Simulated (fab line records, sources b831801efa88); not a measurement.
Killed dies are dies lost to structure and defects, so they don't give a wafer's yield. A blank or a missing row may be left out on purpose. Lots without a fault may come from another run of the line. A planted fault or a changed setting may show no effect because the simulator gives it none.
A struck lot beside a sound one | flow sky130 | 16 steps out of a route of 708
Sound: wafers L408.1, L408.3, L408.5. Struck: wafer L412.2. (L412.5 of the same lot was not struck and is left out.) The cause comes at the end.
At each step with rows: each side's tool, then ch and its chambers, then its first start. Under that, the readings that differ: sound wafers | struck wafers | difference of the means | sigmas: that difference in standard deviations of wafers without a fault.
alike: readings whose means differ by less than 2 such deviations, and words and numbers that are the same on both sides. not compared: withheld readings, readings that some wafer has no value for, bounds like >300 that may hide the same value, and numbers for which the record gives no deviation and whose values overlap.
The two part at a step that has a row with sigmas, a row that says differs or no value, or rows on one side only. Numbers that don't overlap but have no deviation are shown without sigmas and don't part them. A reading that every wafer of one side lacks parts them only if that side has two wafers or more.

first, 1 step without rows for these wafers: SKY_FIELD_ISO_CVD_03 (deposits Si3N4 from DCS/NH3, target thk 165 nm, time 2830 s).
SKY_FIELD_ISO_THK_MEAS_04:
  sound on film_metro-02, day 2 10:08; struck on film_metro-02, day 3 06:57
  alike: FIELD_ISO_CVD_03_THK
then, 8 steps without rows for these wafers: SKY_FIELD_ISO_DEHYDRATE_05 (time 60 s); SKY_FIELD_ISO_HMDS_06 (prime time 60 s); SKY_FIELD_ISO_COAT_07 (resist thk 60 nm); SKY_FIELD_ISO_COAT_08 (resist thk 450 nm); SKY_FIELD_ISO_SOFTBAKE_09 (time 90 s); SKY_FIELD_ISO_EXPOSE_10 (exposes mask FOM, target cd 150 nm); SKY_FIELD_ISO_PEB_11; SKY_FIELD_ISO_DEVELOP_12 (develop time 60 s).
SKY_FIELD_ISO_CD_MEAS_13: target cd 150 nm.
  sound on cd_sem-02, day 3 01:35; struck on cd_sem-01, day 3 22:22
  alike: cd_nm
SKY_FIELD_ISO_ETCH_14: etches BARC in N2/H2, stops on SiO2, time 45.9 s, target depth 60 nm.
  sound on rie_diel-03 ch 0,2,3, day 3 01:42; struck on rie_diel-03 ch 0, day 3 22:28
  reading               | sound             | struck | difference | sigmas
  oes_product_au (a.u.) | 0.862 0.851 0.857 | 0.846  | -0.011     | -2
  alike: drypump_motor_current_A, throttle_valve_pct
  not compared: rf_hours_counter_h
SKY_FIELD_ISO_ETCH_15: etches the open film in CHF3/O2, stops on Si, target depth 180 nm, time 72 s.
  sound on rie_diel-03 ch 0,2,3, day 3 01:44; struck on rie_diel-03 ch 0, day 3 22:30
  reading                                          | sound             | struck | difference | sigmas
  oes_product_au (a.u.)                            | 0.938 0.947 0.930 | 0.734  | -0.204     | -28
  throttle_valve_pct (%)                           | 8.847 8.835 8.851 | 8.782  | -0.062     | -7
  model.KrF-thick_of_FIELD_ISO_COAT_08.thk_nm (nm) | 238.1 244.1 233.7 | 304.5  | +65.9      |
  alike: drypump_motor_current_A
  not compared: rf_hours_counter_h
SKY_FIELD_ISO_STRIP_16: strips in O2/N2.
  sound on plasma_asher-04 ch 0,1, day 3 01:48; struck on plasma_asher-04 ch 0, day 3 22:33
  reading                      | sound             | struck | difference | sigmas
  oes_product_au (a.u.)        | 0.373 0.379 0.372 | 0.408  | +0.033     | +7
  strip_time_to_endpoint_s (s) | 3.56 3.63 3.52    | 4.27   | +0.70      | +13
  alike: drypump_motor_current_A
  not compared: rf_hours_counter_h
SKY_FIELD_ISO_ETCH_17: etches Si in HBr/Cl2/O2, target depth 342 nm, time 97.7 s.
  sound on rie_si-02 ch 0,2, day 3 01:54; struck on rie_si-02 ch 3, day 3 22:39
  alike: HBr_flow_sccm, drypump_motor_current_A, oes_product_au, throttle_valve_pct
  not compared: rf_hours_counter_h
-- the record jumps here: 45 days lie between the struck wafers' starts before and after (it left off in module FIELD_ISO and takes up again in module PAD_OPEN, whose first step shown is number 708 of the route) --
SKY_PAD_OPEN_PROBE_99:
  sound on prober-02, day 48 07:49; struck on prober-02, day 48 11:39
  reading             | sound    | struck | difference | sigmas
  killed_at_front_end | 15 13 19 | 427    | +411       | +93
  killed_dies         | 86 70 94 | 492    | +409       | +45
  killed_on_rim       | 22 12 18 | 96     | +79        | +21
  alike: killed_at_M0_to_M3, killed_at_M4_up, killed_at_contacts, killed_at_other, killed_open, killed_short

WHERE THEY PART
First at SKY_FIELD_ISO_ETCH_14; last, within this record, at SKY_PAD_OPEN_PROBE_99.

WHY: what the simulator had put in
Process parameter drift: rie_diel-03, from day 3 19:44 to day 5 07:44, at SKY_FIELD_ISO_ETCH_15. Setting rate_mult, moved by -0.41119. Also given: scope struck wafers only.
